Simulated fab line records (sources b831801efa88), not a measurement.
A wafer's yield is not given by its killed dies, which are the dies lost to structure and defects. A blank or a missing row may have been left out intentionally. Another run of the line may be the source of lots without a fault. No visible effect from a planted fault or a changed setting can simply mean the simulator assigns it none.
What tool caused it? :: flow gf180mcu :: 14 lots, 42 wafers sampled, at 3 steps of a route of 602

WHAT EACH GAUGE READ, for each wafer
GF_STI_BOW_MEAS_00.
lot: L721
measured: day 1 10:02
on: filmMetro-02
INCOMING_BOW (um): -7 -1 -4

lot: L722
measured: day 1 15:01
on: filmMetro-04
INCOMING_BOW (um): 3 -5 4

lot: L723
measured: day 1 20:00
on: filmMetro-03
INCOMING_BOW (um): -5 -3 8

lot: L725
measured: day 2 06:01
on: filmMetro-03
INCOMING_BOW (um): -2 6 -9

lot: L726
measured: day 2 11:02
on: filmMetro-04
INCOMING_BOW (um): 4 5 -2

lot: L727
measured: day 2 16:00
on: filmMetro-03
INCOMING_BOW (um): -3 4 8

lot: L728
measured: day 2 21:00
on: filmMetro-03
INCOMING_BOW (um): -2 -3 8

lot: L729
measured: day 3 02:01
on: filmMetro-04
INCOMING_BOW (um): -5 12 1

lot: L733
measured: day 3 22:02
on: filmMetro-04
INCOMING_BOW (um): 9 -12 -4

lot: L735
measured: day 4 08:01
on: filmMetro-04
INCOMING_BOW (um): 0 -6 6

lot: L736
measured: day 4 13:02
on: filmMetro-04
INCOMING_BOW (um): -5 7 -1

lot: L739
measured: day 5 04:02
on: filmMetro-03
INCOMING_BOW (um): -6 -7 -4

lot: L741
measured: day 5 14:01
on: filmMetro-02
INCOMING_BOW (um): -2 11 -5

lot: L742
measured: day 5 19:04
on: filmMetro-03
INCOMING_BOW (um): 3 3 -1

GF_STI_THK_MEAS_24.
lot: L721
measured: day 2 03:25
on: filmMetro-03
STI_CVD_23_THK (nm): 641 640 644

lot: L722
measured: day 2 08:01
on: filmMetro-02
STI_CVD_23_THK (nm): 646 654 660

lot: L723
measured: day 2 13:52
on: filmMetro-04
STI_CVD_23_THK (nm): 637 641 638

lot: L725
measured: day 2 23:56
on: filmMetro-03
STI_CVD_23_THK (nm): 656 656 650

lot: L726
measured: day 3 08:20
on: filmMetro-04
STI_CVD_23_THK (nm): 661 657 653

lot: L727
measured: day 3 11:19
on: filmMetro-02
STI_CVD_23_THK (nm): 649 649 649

lot: L728
measured: day 3 15:37
on: filmMetro-02
STI_CVD_23_THK (nm): 649 654 649

lot: L729
measured: day 3 20:28
on: filmMetro-02
STI_CVD_23_THK (nm): 647 651 651

lot: L733
measured: day 4 17:37
on: filmMetro-02
STI_CVD_23_THK (nm): 642 635 633

lot: L735
measured: day 5 05:15
on: filmMetro-02
STI_CVD_23_THK (nm): 644 652 647

lot: L736
measured: day 5 09:19
on: filmMetro-02
STI_CVD_23_THK (nm): 642 655 645

lot: L739
measured: day 6 00:00
on: filmMetro-02
STI_CVD_23_THK (nm): 644 649 649

lot: L741
measured: day 6 12:41
on: filmMetro-03
STI_CVD_23_THK (nm): 640 640 633

lot: L742
measured: day 6 15:58
on: filmMetro-04
STI_CVD_23_THK (nm): 644 652 640

GF_STI_THK_MEAS_30.
lot: L721
measured: day 2 05:46
on: filmMetro-04
STI_OXIDATION_02_THK (nm): 9.81 9.81 9.82

lot: L722
measured: day 2 10:25
on: filmMetro-03
STI_OXIDATION_02_THK (nm): 10.06 10.18 9.97

lot: L723
measured: day 2 16:24
on: filmMetro-02
STI_OXIDATION_02_THK (nm): 10.17 10.15 10.09

lot: L725
measured: day 3 02:49
on: filmMetro-04
STI_OXIDATION_02_THK (nm): 10.03 10.07 9.86

lot: L726
measured: day 3 11:08
on: filmMetro-02
STI_OXIDATION_02_THK (nm): 9.56 9.58 9.53

lot: L727
measured: day 3 13:58
on: filmMetro-04
STI_OXIDATION_02_THK (nm): 10.02 10.06 10.00

lot: L728
measured: day 3 17:58
on: filmMetro-04
STI_OXIDATION_02_THK (nm): 10.01 10.03 10.01

lot: L729
measured: day 4 00:05
on: filmMetro-03
STI_OXIDATION_02_THK (nm): 9.88 9.77 9.88

lot: L733
measured: day 4 20:43
on: filmMetro-02
STI_OXIDATION_02_THK (nm): 10.41 10.12 10.08

lot: L735
measured: day 5 07:37
on: filmMetro-02
STI_OXIDATION_02_THK (nm): 10.12 10.11 10.12

lot: L736
measured: day 5 12:31
on: filmMetro-02
STI_OXIDATION_02_THK (nm): 10.12 9.96 9.87

lot: L739
measured: day 6 02:47
on: filmMetro-02
STI_OXIDATION_02_THK (nm): 9.87 10.04 10.01

lot: L741
measured: day 6 15:29
on: filmMetro-02
STI_OXIDATION_02_THK (nm): 10.21 9.95 10.04

lot: L742
measured: day 6 20:29
on: filmMetro-03
STI_OXIDATION_02_THK (nm): 9.99 10.01 9.75

TOOL THAT RAN EACH LOT (tool first, then ch and the chambers of the sampled wafers, then the start)
The record holds no process step before these readings.

AS READ BY THE TOOLS THEMSELVES (means over the sampled wafers that have a number; for cases with no such wafer, the mark the record gives instead)
The record holds no such reading with a usual standard deviation.

THE ANSWER, worked out from the rows above alone
Rule: the usual values come from the lots themselves. Put in order of their means at a reading, lots are off if they are a third of the lots or fewer, leave a main group of 4 or more, and stand apart from it by a gap of 3 or more times the standard deviation of the main group's means; of several such gaps the widest counts. Not used: any main group whose means are identical at the precision the tables above print for the reading. A lot without any number at a reading at which 4 lots or more have one is off too. The other lots that the step has rows for count as sound. Order of review: gauges by route order, followed by the tools' own readings, for which a lot's mean as printed above is used. The first step at which some lot is off is used, and at that step the reading that is off furthest; a lot without a number counts as furthest.
Across all readings shown, no lot is off: no conclusion can be drawn from this.

WHAT THE SIMULATOR HAD PUT IN
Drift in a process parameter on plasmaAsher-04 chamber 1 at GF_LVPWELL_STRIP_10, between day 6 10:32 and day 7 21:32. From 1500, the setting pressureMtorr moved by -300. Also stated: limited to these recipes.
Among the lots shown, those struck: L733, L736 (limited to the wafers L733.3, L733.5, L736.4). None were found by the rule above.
